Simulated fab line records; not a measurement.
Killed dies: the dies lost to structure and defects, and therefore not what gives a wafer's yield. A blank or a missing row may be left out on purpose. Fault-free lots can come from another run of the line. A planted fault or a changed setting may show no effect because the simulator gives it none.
fab line records ; flow sky130
record lots=7; wafers=21; last_day=50
route steps=708 shown POLY_GATE@218 PAD_OPEN@708
lots with no fault: from the same line, run without faults
start_h: start of the lot's first displayed wafer, in hours after the record's first day ; wait_h: hours from the lot's prior step to this one ; " unchanged from the row above ; L1.1+2: a row that stands for several wafers ; - no value, or no start was given ; * or withheld: withheld ; < > ~ a bound
route shown NAME@n: NAME is a module with steps in the file, n the number in the route of the first one ; usual: mean/standard deviation taken from wafers without a fault ; same: alike in all rows ; chamber/n: place in a boat ; sites: the reading at each site ; _std_site: how widely they spread, as a standard deviation ; _edge_site: outer sites' mean less inner sites' ; radius_mm: for every site, how far away it sits from the centre of the wafer ; mask NAME#n: copy n ; behind: tool/chamber where the wafer was last shaped ; hold: reason for holding the lot/hours on hold/outcome of the hold ; device: the transistor (n, p or np) that didn't switch ; end of line: tests run on the same wafers once the route is complete ; for a step that has no rows: nothing shown but its recipe ; killed: the dies lost at the first sort to structure and to defects; this is not the yield of the wafer ; map: per-die view of a wafer (x killed, . not killed, _ where there is no die)
set.NAME: the run value of the setting; set.NAME@STEP: its run value at that earlier step ; model.NAME: the simulator's own value behind a step, which no gauge read
lots at some steps of the route; a table a step, a row a wafer
services: when a tool's chamber went out of use (start_h, in hours from the record's first day, below 0 if earlier), for how many hours, and the reason
## steps
# step SKY_POLY_GATE_THK_MEAS_04
# recipe reads=Si3N4_of_POLY_GATE_CVD_03
# usual POLY_GATE_CVD_03_THK=74.8/0.89
lot.wafer;tool;chamber;start_h;wait_h;POLY_GATE_CVD_03_THK[nm]
L587.4;film_metro-01;-;353.53;0.0;74.6
L587.5;film_metro-01;-;353.53;0.0;74.1
L587.6;film_metro-01;-;353.53;0.0;74.0
L590.2;film_metro-02;-;381.04;0.0;75.3
L590.4;film_metro-02;-;381.04;0.0;75.3
L590.5;film_metro-02;-;381.04;0.0;75.6
L596.2;film_metro-01;-;438.89;0.0;74.8
L596.3;film_metro-01;-;438.89;0.0;75.6
L596.6;film_metro-01;-;438.89;0.0;75.7
L597.1;film_metro-01;-;449.14;0.0;75.0
L597.5;film_metro-01;-;449.14;0.0;75.2
L597.6;film_metro-01;-;449.14;0.0;75.0
L598.1;film_metro-02;-;461.49;0.0;75.1
L598.2;film_metro-02;-;461.49;0.0;76.1
L598.3;film_metro-02;-;461.49;0.0;75.9
L601.1;film_metro-02;-;492.34;0.0;73.5
L601.4;film_metro-02;-;492.34;0.0;73.7
L601.6;film_metro-02;-;492.34;0.0;73.6
L606.2;film_metro-02;-;521.78;0.0;73.9
L606.3;film_metro-02;-;521.78;0.0;74.0
L606.4;film_metro-02;-;521.78;0.0;73.8
# step SKY_POLY_GATE_DEHYDRATE_05
# recipe temp_c=200; time_s=60
# step SKY_POLY_GATE_HMDS_06
# recipe prime_time_s=60; prime_temp_c=120
# step SKY_POLY_GATE_COAT_07
# recipe resist=BARC; temp_c=withheld; time_s=withheld; spin_rpm=3000; resist_thk_nm=110
# step SKY_POLY_GATE_COAT_08
# recipe resist=KrF-thick; spin_rpm=3000; resist_thk_nm=450
# step SKY_POLY_GATE_SOFTBAKE_09
# recipe temp_c=100; time_s=90; resist=KrF-thick
# step SKY_POLY_GATE_EXPOSE_10
# recipe mask_id=P1M; na=0.68; source_shape=conventional; sigma_outer=0.6; target_cd_nm=150; dose_mj=28
# step SKY_POLY_GATE_PEB_11
# recipe peb_temp_c=withheld; peb_time_s=withheld; resist=KrF-thick
# step SKY_POLY_GATE_DEVELOP_12
# recipe develop_time_s=60; resist=KrF-thick; dev_temp_c=21
# step SKY_POLY_GATE_CD_MEAS_13
# recipe target_cd_nm=150
# usual cd_nm=150.0/1.6
lot.wafer;tool;chamber;start_h;wait_h;cd_nm
L587.4;cd_sem-01;-;381.57;-;150.6
L587.5;cd_sem-01;-;381.57;-;150.2
L587.6;cd_sem-01;-;381.57;-;149.7
L590.2;cd_sem-02;-;409.79;-;149.7
L590.4;cd_sem-02;-;409.79;-;150.6
L590.5;cd_sem-02;-;409.79;-;150.1
L596.2;cd_sem-02;-;469.64;-;150.4
L596.3;cd_sem-02;-;469.64;-;149.7
L596.6;cd_sem-02;-;469.64;-;149.8
L597.1;cd_sem-02;-;480.32;-;149.8
L597.5;cd_sem-02;-;480.32;-;148.8
L597.6;cd_sem-02;-;480.32;-;148.6
L598.1;cd_sem-02;-;492.42;-;152.0
L598.2;cd_sem-02;-;492.42;-;152.8
L598.3;cd_sem-02;-;492.42;-;152.0
L601.1;cd_sem-01;-;522.56;-;147.3
L601.4;cd_sem-01;-;522.56;-;150.0
L601.6;cd_sem-01;-;522.56;-;148.3
L606.2;cd_sem-02;-;552.24;-;149.7
L606.3;cd_sem-02;-;552.24;-;150.9
L606.4;cd_sem-02;-;552.24;-;150.7
# step SKY_POLY_GATE_OVL_MEAS_14
# usual POLY_GATE_OVL=0/4.4
lot.wafer;tool;chamber;start_h;wait_h;POLY_GATE_OVL[nm]
L587.4;overlay-01;-;381.65;0.1;0
L587.5;overlay-01;-;381.65;0.1;4
L587.6;overlay-01;-;381.65;0.1;3
L590.2;overlay-01;-;409.90;0.1;5
L590.4;overlay-01;-;409.90;0.1;-5
L590.5;overlay-01;-;409.90;0.1;0
L596.2;overlay-02;-;469.75;0.1;1
L596.3;overlay-02;-;469.75;0.1;1
L596.6;overlay-02;-;469.75;0.1;2
L597.1;overlay-01;-;480.44;0.1;2
L597.5;overlay-01;-;480.44;0.1;-1
L597.6;overlay-01;-;480.44;0.1;3
L598.1;overlay-02;-;492.54;0.1;-3
L598.2;overlay-02;-;492.54;0.1;-3
L598.3;overlay-02;-;492.54;0.1;-1
L601.1;overlay-02;-;522.68;0.1;-1
L601.4;overlay-02;-;522.68;0.1;3
L601.6;overlay-02;-;522.68;0.1;-3
L606.2;overlay-02;-;552.35;0.1;6
L606.3;overlay-02;-;552.35;0.1;-3
L606.4;overlay-02;-;552.35;0.1;1
# step SKY_POLY_GATE_ETCH_15
# recipe chemistry=N2/H2; target=BARC; ion_energy_ev=200; source_w=500; bias_w=100; pressure_mtorr=30; n2_flow_sccm=100; h2_flow_sccm=200; stop_on=SiO2; time_s=118.5; target_depth_a=1100
# usual drypump_motor_current_A=5.4/0.49; oes_product_au=0.716/0.0043; run_length_s=146.9/0.51; throttle_valve_pct=13.214/0.0086
lot.wafer;tool;chamber;start_h;wait_h;drypump_motor_current_A;oes_product_au;rf_hours_counter_h;run_length_s;throttle_valve_pct
L587.4;rie_diel-02;0;381.71;0.1;5.5;0.712;-;146.1;13.222
L587.5;rie_diel-02;1;381.71;0.1;6.0;0.720;-;146.9;13.206
L587.6;rie_diel-02;2;381.71;0.1;6.3;0.716;-;147.2;13.211
L590.2;rie_diel-04;2;409.93;0.0;5.0;0.711;0;147.1;13.203
L590.4;rie_diel-04;1;409.93;0.0;5.1;0.707;7;146.5;13.232
L590.5;rie_diel-04;1;409.93;0.0;5.1;0.711;-;146.6;13.227
L596.2;rie_diel-04;1;469.78;0.0;5.1;0.724;8;147.1;13.232
L596.3;rie_diel-04;0;469.78;0.0;5.8;0.711;14;147.0;13.207
L596.6;rie_diel-04;2;469.78;0.0;5.0;0.717;-;146.9;13.219
L597.1;rie_diel-04;3;480.48;0.0;5.6;0.717;14;146.1;13.210
L597.5;rie_diel-04;2;480.48;0.0;5.0;0.712;-;147.1;13.215
L597.6;rie_diel-04;1;480.48;0.0;5.1;0.716;-;146.9;13.205
L598.1;rie_diel-04;2;492.58;0.0;5.0;0.716;2;147.6;13.215
L598.2;rie_diel-04;3;492.58;0.0;5.6;0.718;14;146.1;13.209
L598.3;rie_diel-04;0;492.58;0.0;5.7;0.727;15;147.1;13.223
L601.1;rie_diel-03;0;522.72;0.0;5.1;0.717;15;146.2;13.212
L601.4;rie_diel-03;0;522.72;0.0;5.1;0.718;-;146.5;13.220
L601.6;rie_diel-03;2;522.72;0.0;5.0;0.720;-;146.6;13.220
L606.2;rie_diel-02;1;552.38;0.0;6.0;0.717;0;146.7;13.222
L606.3;rie_diel-02;3;552.38;0.0;5.0;0.710;6;147.4;13.225
L606.4;rie_diel-02;0;552.38;0.0;5.5;0.713;18;146.5;13.220
# step SKY_POLY_GATE_ETCH_16
# recipe stop_on=poly-Si; chemistry=CH3F/O2; target=Si3N4; source_w=400; bias_w=80; pressure_mtorr=25; ch3f_flow_sccm=40; O2_flow_sccm=30; time_s=147.5; target_depth_a=750
# usual drypump_motor_current_A=5.4/0.49; oes_product_au=0.640/0.0057; run_length_s=175.9/0.5; throttle_valve_pct=10.536/0.0086
lot.wafer;tool;chamber;start_h;wait_h;drypump_motor_current_A;oes_product_au;rf_hours_counter_h;run_length_s;throttle_valve_pct;model.KrF-thick_of_POLY_GATE_COAT_08.thk_nm
L587.4;rie_diel-02;0;381.80;0.0;5.6;0.639;-;175.5;10.532;229.8
L587.5;rie_diel-02;1;381.80;0.0;5.9;0.646;-;175.7;10.526;228.6
L587.6;rie_diel-02;2;381.80;0.0;6.3;0.634;-;176.2;10.542;231.6
L590.2;rie_diel-04;2;410.01;0.0;5.0;0.638;0;176.1;10.550;234.9
L590.4;rie_diel-04;1;410.01;0.0;5.1;0.641;7;176.1;10.551;229.6
L590.5;rie_diel-04;1;410.01;0.0;5.1;0.652;-;175.5;10.539;229.8
L596.2;rie_diel-04;1;469.86;0.0;5.1;0.629;9;176.0;10.534;229.6
L596.3;rie_diel-04;0;469.86;0.0;5.7;0.643;14;176.4;10.520;227.6
L596.6;rie_diel-04;2;469.86;0.0;5.0;0.672;-;167.3;10.534;237.2
L597.1;rie_diel-04;3;480.56;0.0;5.6;0.676;14;166.1;10.530;244
L597.5;rie_diel-04;2;480.56;0.0;5.0;0.641;-;175.9;10.536;233.1
L597.6;rie_diel-04;1;480.56;0.0;5.1;0.677;-;166.7;10.542;243.1
L598.1;rie_diel-04;2;492.66;0.0;5.0;0.676;2;166.9;10.544;240
L598.2;rie_diel-04;3;492.66;0.0;5.6;0.647;14;175.8;10.532;235.8
L598.3;rie_diel-04;0;492.66;0.0;5.7;0.643;15;176.6;10.526;230.5
L601.1;rie_diel-03;0;522.80;0.0;5.1;0.639;15;175.7;10.540;234.6
L601.4;rie_diel-03;0;522.80;0.0;5.1;0.630;-;175.4;10.534;235.1
L601.6;rie_diel-03;2;522.80;0.0;5.0;0.644;-;175.5;10.525;237.2
L606.2;rie_diel-02;1;552.46;0.0;6.0;0.637;0;175.6;10.530;232.2
L606.3;rie_diel-02;3;552.46;0.0;5.0;0.639;6;176.4;10.529;230.5
L606.4;rie_diel-02;0;552.46;0.0;5.6;0.640;18;175.0;10.530;233.1
# step SKY_POLY_GATE_ETCH_17
# recipe target_depth_nm=180; stop_on=SiO2; over_etch_frac=0.56667; chemistry=HBr/Cl2; target=poly-Si; icp_w=400; bias_w=100; pressure_mtorr=10; HBr_flow_sccm=150; Cl2_flow_sccm=50; time_s=70.5
# usual drypump_motor_current_A=6.15/0.25; oes_product_au=0.990/0.0077; run_length_s=98.6/0.37; throttle_valve_pct=33.684/0.0085
lot.wafer;tool;chamber;start_h;wait_h;drypump_motor_current_A;oes_product_au;rf_hours_counter_h;run_length_s;throttle_valve_pct;model.KrF-thick_of_POLY_GATE_COAT_08.thk_nm
L587.4;rie_si-02;1;381.88;0.0;5.96;0.980;-;97.9;33.705;133.4
L587.5;rie_si-02;0;381.88;0.0;6.06;0.995;-;98.2;33.669;132.1
L587.6;rie_si-02;2;381.88;0.0;5.95;0.988;-;98.4;33.691;136.1
L590.2;rie_si-01;3;410.11;0.0;6.37;1.006;0;98.7;33.682;139.1
L590.4;rie_si-01;0;410.11;0.0;5.97;0.983;53;98.7;33.688;135.2
L590.5;rie_si-01;2;410.11;0.0;6.13;1.002;-;98.6;33.680;135.9
L596.2;rie_si-02;3;469.96;0.0;5.96;0.987;15;98.6;33.685;134.8
L596.3;rie_si-02;0;469.96;0.0;6.05;0.984;0;98.5;33.697;133.1
L596.6;rie_si-02;2;469.96;0.0;5.91;0.978;-;98.5;33.674;143.2
L597.1;rie_si-01;0;480.66;0.0;5.99;0.985;53;98.9;33.701;148
L597.5;rie_si-01;1;480.66;0.0;6.64;0.991;-;99.2;33.681;139.5
L597.6;rie_si-01;0;480.66;0.0;5.97;0.989;-;98.5;33.691;148.6
L598.1;rie_si-02;2;492.76;0.0;5.92;0.981;5;99.1;33.683;145.5
L598.2;rie_si-02;3;492.76;0.0;5.91;0.988;15;98.5;33.690;140.7
L598.3;rie_si-02;0;492.76;0.0;6.07;0.986;0;98.2;33.678;136.4
L601.1;rie_si-01;3;522.90;0.0;6.38;1.002;1;98.6;33.683;138.4
L601.4;rie_si-01;1;522.90;0.0;6.63;0.994;-;99.3;33.685;141.4
L601.6;rie_si-01;2;522.90;0.0;6.15;1.003;-;99.1;33.679;141.4
L606.2;rie_si-02;3;552.56;0.0;5.96;0.979;16;98.4;33.688;136.8
L606.3;rie_si-02;1;552.56;0.0;5.98;0.988;9;98.3;33.694;134.1
L606.4;rie_si-02;0;552.56;0.0;6.07;0.979;0;98.2;33.678;138.6
# step SKY_POLY_GATE_STRIP_18
# recipe chemistry=O2/N2; power_w=1400; pressure_mtorr=1500; platen_temp_c=withheld; o2_flow_sccm=3000; n2_flow_sccm=300; overash_fraction=0.5
# usual drypump_motor_current_A=6.07/0.22; oes_product_au=0.360/0.0049; strip_time_to_endpoint_s=3.15/0.037
lot.wafer;tool;chamber;start_h;wait_h;drypump_motor_current_A;oes_product_au;rf_hours_counter_h;strip_time_to_endpoint_s
L587.4;plasma_asher-03;0;381.94;0.0;6.22;0.358;-;3.11
L587.5;plasma_asher-03;1;381.94;0.0;6.28;0.356;-;3.08
L587.6;plasma_asher-03;0;381.94;0.0;6.20;0.364;-;3.12
L590.2;plasma_asher-04;1;410.17;0.0;5.89;0.361;69;3.17
L590.4;plasma_asher-04;0;410.17;0.0;5.76;0.362;-;3.12
L590.5;plasma_asher-04;0;410.17;0.0;5.76;0.361;-;3.13
L596.2;plasma_asher-04;0;470.02;0.0;5.78;0.357;4;3.12
L596.3;plasma_asher-04;0;470.02;0.0;5.82;0.356;-;3.09
L596.6;plasma_asher-04;1;470.02;0.0;5.90;0.364;-;3.21
L597.1;plasma_asher-03;0;480.71;0.0;6.21;0.366;71;3.27
L597.5;plasma_asher-03;0;480.71;0.0;6.23;0.361;-;3.17
L597.6;plasma_asher-03;1;480.71;0.0;6.31;0.373;-;3.26
L598.1;plasma_asher-03;1;492.81;0.0;6.28;0.356;72;3.22
L598.2;plasma_asher-03;0;492.81;0.0;6.16;0.356;72;3.19
L598.3;plasma_asher-03;0;492.81;0.0;6.19;0.363;-;3.14
L601.1;plasma_asher-04;0;522.96;0.0;5.77;0.354;9;3.16
L601.4;plasma_asher-04;0;522.96;0.0;5.76;0.362;-;3.20
L601.6;plasma_asher-04;1;522.96;0.0;5.89;0.362;-;3.19
L606.2;plasma_asher-01;1;552.62;0.0;6.37;0.357;43;3.14
L606.3;plasma_asher-01;0;552.62;0.0;6.03;0.356;-;3.10
L606.4;plasma_asher-01;1;552.62;0.0;6.34;0.355;-;3.14
# step SKY_PAD_OPEN_PROBE_99
# usual killed_at_M0_to_M3=44/7.1; killed_at_M4_up=3.3/1.8; killed_at_contacts=23/5.5; killed_at_front_end=15/4.5; killed_at_other=0.2/0.48; killed_dies=85/8.4; killed_open=46/6.6; killed_short=39/6.1
# same gross_dies=492; killed_at_back_side=0
lot.wafer;tool;chamber;start_h;wait_h;killed_at_M0_to_M3;killed_at_M4_up;killed_at_contacts;killed_at_front_end;killed_at_other;killed_dies;killed_open;killed_short
L587.4;prober-01;-;1080.93;0.2;44;4;21;15;0;84;42;42
L587.5;prober-01;-;1080.98;0.2;40;8;24;15;0;87;44;43
L587.6;prober-01;-;1081.03;0.2;49;3;19;15;0;86;51;35
L590.2;prober-01;-;1105.26;0.1;50;5;30;17;0;102;56;45
L590.4;prober-01;-;1105.36;0.2;56;4;19;20;0;99;53;46
L590.5;prober-01;-;1105.41;0.2;35;2;21;16;0;74;41;32
# killed by level:class
L587.4 METAL1:geometric_particle:short=8 CONTACT:geometric_particle:open=7 VIA1:geometric_particle:open=7 LI_CONTACT:geometric_particle:open=6 VIA3:geometric_particle:open=6 CONTACT:geometric_particle:short=5 METAL2:geometric_particle:short=5 VIA2:geometric_particle:open=5
L587.5 VIA1:geometric_particle:open=12 CONTACT:geometric_particle:open=9 METAL2:geometric_particle:short=7 FIELD_ISO:geometric_particle:short=6 LI_CONTACT:geometric_particle:open=6 LOCAL_INTERCONNECT:geometric_particle:short=5 METAL4:geometric_particle:short=5 METAL1:geometric_particle:short=5
L587.6 VIA1:geometric_particle:open=13 CONTACT:geometric_particle:open=9 VIA1:geometric_particle:short=6 LI_CONTACT:geometric_particle:open=5 VIA2:geometric_particle:open=5 FIELD_ISO:geometric_particle:short=4 LOCAL_INTERCONNECT:geometric_particle:short=4 METAL1:geometric_particle:short=4
L590.2 VIA1:geometric_particle:open=11 VIA2:geometric_particle:open=10 CONTACT:geometric_particle:open=8 LI_CONTACT:geometric_particle:open=7 VIA1:geometric_particle:short=7 POLY_GATE:geometric_particle:short=6 CONTACT:geometric_particle:short=6 VIA3:geometric_particle:open=6
L590.4 VIA1:geometric_particle:open=14 METAL2:geometric_particle:short=9 VIA1:geometric_particle:short=9 LI_CONTACT:geometric_particle:open=8 VIA3:geometric_particle:open=7 CONTACT:geometric_particle:open=6 METAL1:geometric_particle:short=5 POLY_GATE:geometric_particle:open=5
L590.5 CONTACT:geometric_particle:open=9 VIA1:geometric_particle:open=9 VIA2:geometric_particle:short=6 VIA3:geometric_particle:open=6 CONTACT:geometric_particle:short=4 VIA3:geometric_particle:short=4 FIELD_ISO:geometric_particle:short=3 FIELD_ISO:geometric_particle:open=3
## services
tool;chamber;start_h;hours;kind
rie_diel-04;3;366.77;5.5;repair
rie_si-02;3;374.92;7.8;repair
rie_diel-02;3;380.60;8.3;repair
rie_diel-04;2;394.94;-;clean
rie_diel-04;2;394.94;13.7;scheduled_down
rie_diel-04;2;394.94;13.7;vent_cycle
plasma_asher-04;-;421.25;9.0;pm
rie_si-02;0;447.36;-;clean
rie_si-02;0;447.36;16.5;scheduled_down
rie_si-02;0;447.36;16.5;vent_cycle
rie_si-02;-;452.92;0.7;repair
rie_diel-04;3;465.19;6.8;repair
rie_si-02;2;483.93;6.0;repair
rie_si-02;2;502.18;25.2;repair
rie_diel-03;3;506.27;3.4;repair
rie_diel-02;3;519.38;12.7;repair
rie_diel-03;3;522.10;1.9;repair
rie_diel-02;1;532.10;-;clean
rie_diel-02;1;532.10;12.0;scheduled_down
plasma_asher-01;-;535.73;2.8;pm
rie_si-01;-;535.96;2.8;pm
rie_diel-02;0;536.40;3.9;repair
rie_diel-04;2;549.03;8.1;repair
plasma_asher-03;-;549.81;15.6;pm
## key
first_sign step=SKY_POLY_GATE_ETCH_16; reading=run_length_s; direction=down; sigmas=18; usual=*; struck=*
effect step=SKY_POLY_GATE_ETCH_16; reading=oes_product_au; direction=up; sigmas=6.2; usual=0.640; struck=0.675
model_effect step=SKY_POLY_GATE_ETCH_16; value=KrF-thick_of_POLY_GATE_COAT_08.thk_nm; without=234.3; struck=241.1
model_effect step=SKY_POLY_GATE_ETCH_17; value=KrF-thick_of_POLY_GATE_COAT_08.thk_nm; without=139.6; struck=146.3
met_at SKY_POLY_GATE_ETCH_16
struck_wafers L596.6,L597.1,L597.6,L598.1
tester_left_out L596,L597,L598
onset_between 410.01 469.86
fault kind=process_parameter_drift; tool=rie_diel-04; chamber=-; onset_h=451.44; steps=SKY_POLY_GATE_ETCH_16; channel=time_s; offset=*; shape=step; end_h=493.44; scope=struck_wafers_only; acts_in=*; stated=*
# tester_left_out: of these lots the tester's yield and bins aren't shown, on N5 and GAA mostly nor the transistor test; their killed dies are dies lost to structure and defects alone, not to doping, threshold or leakage, so they don't give the yield
